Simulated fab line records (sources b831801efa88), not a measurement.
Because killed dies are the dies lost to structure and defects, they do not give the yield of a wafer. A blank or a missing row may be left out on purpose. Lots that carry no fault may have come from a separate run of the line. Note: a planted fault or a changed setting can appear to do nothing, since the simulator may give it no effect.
A struck lot beside a sound one    flow sky130    25 out of 708 route steps
Sound: the wafers L304.2, L304.5, L304.6. Wafers struck: L308.1, L308.2, L308.5. The cause is named last.
For every step that has rows: the tool of each side, followed by ch and its chambers, followed by its first start. Under that, the readings that differ: sound wafers    struck wafers    difference of the means    sigmas: that difference in standard deviations of wafers without a fault.
alike: same words and numbers on both sides, and readings whose means sit less than 2 such deviations apart. not compared: any withheld reading, any reading some wafer has no value for, any bound like >300 that may hide the same value, and any number with overlapping values for which the record gives no deviation.
The two part at a step that has a row with sigmas, a row that says differs or no value, or rows on one side only. When numbers do not overlap yet have no deviation, they are printed without sigmas and do not part them. A reading that every wafer of one side lacks parts them only if that side has two wafers or more.

SKY_VIA1_THK_MEAS_23: measures by xrf.
  sound on film_metro-01 at day 34 11:43; struck on film_metro-01 at day 36 05:19
  alike: VIA1_W_THK
then, 2 steps without rows for these wafers: SKY_VIA1_CMP_24 (polishes, stops on SiO2, t overpolish 15 s, target thk 0 nm); SKY_METAL2_SPUTTER_00 (material Ti, target thk 15 nm, time 10 s).
SKY_METAL2_SPUTTER_01: material TiN, target thk 20 nm, time 16.7 s.
  sound on pvd_sputter-01 at day 34 12:05; struck on pvd_sputter-04 at day 36 05:42
  alike: chamber_pressure_pa, throttle_valve_pct
then, 1 step without rows for these wafers: SKY_METAL2_SPUTTER_02 (material AlCu, target thk 250 nm, time 13.3 s).
SKY_METAL2_SPUTTER_03: material Ti, target thk 5 nm, time 3.3 s.
  sound on pvd_sputter-01 at day 34 12:08; struck on pvd_sputter-04 at day 36 05:45
  alike: chamber_pressure_pa, throttle_valve_pct
SKY_METAL2_SPUTTER_04: material TiN, target thk 70 nm, time 58.3 s.
  sound on pvd_sputter-01 at day 34 12:09; struck on pvd_sputter-04 at day 36 05:46
  alike: chamber_pressure_pa, throttle_valve_pct
SKY_METAL2_RS_MEAS_05: the measuring method here is four-point-probe.
  sound on film_metro-03 at day 34 12:13; struck on film_metro-03 at day 36 05:49
  alike: METAL2_ALCU_RS
SKY_METAL2_THK_MEAS_06: measures by xrf.
  sound on film_metro-03 at day 34 12:20; struck on film_metro-03 at day 36 05:56
  alike: METAL2_ALCU_THK
then, 3 steps without rows for these wafers: SKY_METAL2_DEHYDRATE_07 (time 60 s); SKY_METAL2_HMDS_08 (prime time 60 s); SKY_METAL2_COAT_09 (resist thk 60 nm).
SKY_METAL2_COAT_10: resist thk 450 nm.
  sound on litho_track-01 ch 0, day 35 00:00; struck on litho_track-04 ch 0, day 36 19:00
reading                                        sound                 struck                difference  sigmas
spin_speed_rpm (rpm)                           3000.8 2998.0 3000.4  2630.6 2627.5 2625.4  -371.9      -99 or more
model.KrF-thick_of_METAL2_COAT_10.thk_nm (nm)  452 450 451.4         480.5 480.3 480.7     +29.4       
  alike: exhaust_pa
then, 4 steps without rows for these wafers: SKY_METAL2_SOFTBAKE_11 (time 90 s); SKY_METAL2_EXPOSE_12 (exposes mask MM2, target cd 140 nm); SKY_METAL2_PEB_13; SKY_METAL2_DEVELOP_14 (develop time 60 s).
SKY_METAL2_CD_MEAS_15: target cd 140 nm.
  sound on cd_sem-02 at day 35 14:59; struck on cd_sem-02 at day 37 07:50
  alike: cd_nm
SKY_METAL2_OVL_MEAS_16:
  sound on overlay-01 at day 35 15:05; struck on overlay-01 at day 37 07:58
  alike: METAL2_OVL
SKY_METAL2_DESCUM_17: chemistry O2, time 8 s.
  sound on rie_metal-03 ch 0,1, day 35 15:07; struck on rie_metal-02 ch 0,1, day 37 07:59
  alike: drypump_motor_current_A, oes_product_au
  not compared: rf_hours_counter_h
SKY_METAL2_ETCH_18: etches BARC in N2/H2, stops on SiO2, time 45.9 s, target depth 60 nm.
  sound on rie_metal-03 ch 0,1, day 35 15:09; struck on rie_metal-02 ch 0,1, day 37 08:02
  alike: drypump_motor_current_A, oes_product_au, throttle_valve_pct
  not compared: rf_hours_counter_h
SKY_METAL2_METAL_ETCH_19: etches the open film in Cl2/BCl3, stops on SiO2, target depth 360 nm, time 78 s.
  sound on rie_metal-03 ch 0,1, day 35 15:13; struck on rie_metal-02 ch 0,1, day 37 08:05
reading                                        sound              struck             difference  sigmas
model.KrF-thick_of_METAL2_COAT_10.thk_nm (nm)  160.5 158.8 164.2  180.5 187.5 181.3  +21.9       
  alike: drypump_motor_current_A, oes_product_au, throttle_valve_pct
  not compared: rf_hours_counter_h
SKY_METAL2_STRIP_20: strips in O2/N2.
  sound on plasma_asher-04 ch 0,1, day 35 15:19; struck on plasma_asher-01 ch 0,1, day 37 08:11
reading                       sound           struck          difference  sigmas
strip_time_to_endpoint_s (s)  2.71 2.70 2.76  2.94 3.02 2.93  +0.24       +5
  alike: drypump_motor_current_A, oes_product_au
  not compared: rf_hours_counter_h
then, 1 step without rows for these wafers: SKY_METAL2_STRIP_21 (strips in post etch residue remover, time 1200 s).
-- the record jumps here: 10 days lie between the struck wafers' starts before and after (it left off in module METAL2 and takes up again in module PAD_OPEN, whose first step shown is number 708 of the route) --
SKY_PAD_OPEN_PROBE_99:
  sound on prober-01 at day 46 00:29; struck on prober-02 at day 47 07:54
  alike: defect_limited_yield, killed_at_M0_to_M3, killed_at_M4_up, killed_at_contacts, killed_at_front_end, killed_at_other, killed_dies, killed_open, killed_short, sort_bin_3_pad_short, sort_bin_5_function, sort_bin_6_memory, sort_n_pass, sort_yield_pct

== WHERE THEY PART ==
Last at SKY_METAL2_STRIP_20 as far as this record goes, first at SKY_METAL2_COAT_10. Later steps at which nothing parts them and some readings are alike: SKY_PAD_OPEN_PROBE_99.

WHY: the cause the simulator had injected
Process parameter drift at SKY_METAL2_COAT_10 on litho_track-04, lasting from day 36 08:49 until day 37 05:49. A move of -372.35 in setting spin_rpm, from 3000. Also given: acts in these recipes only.
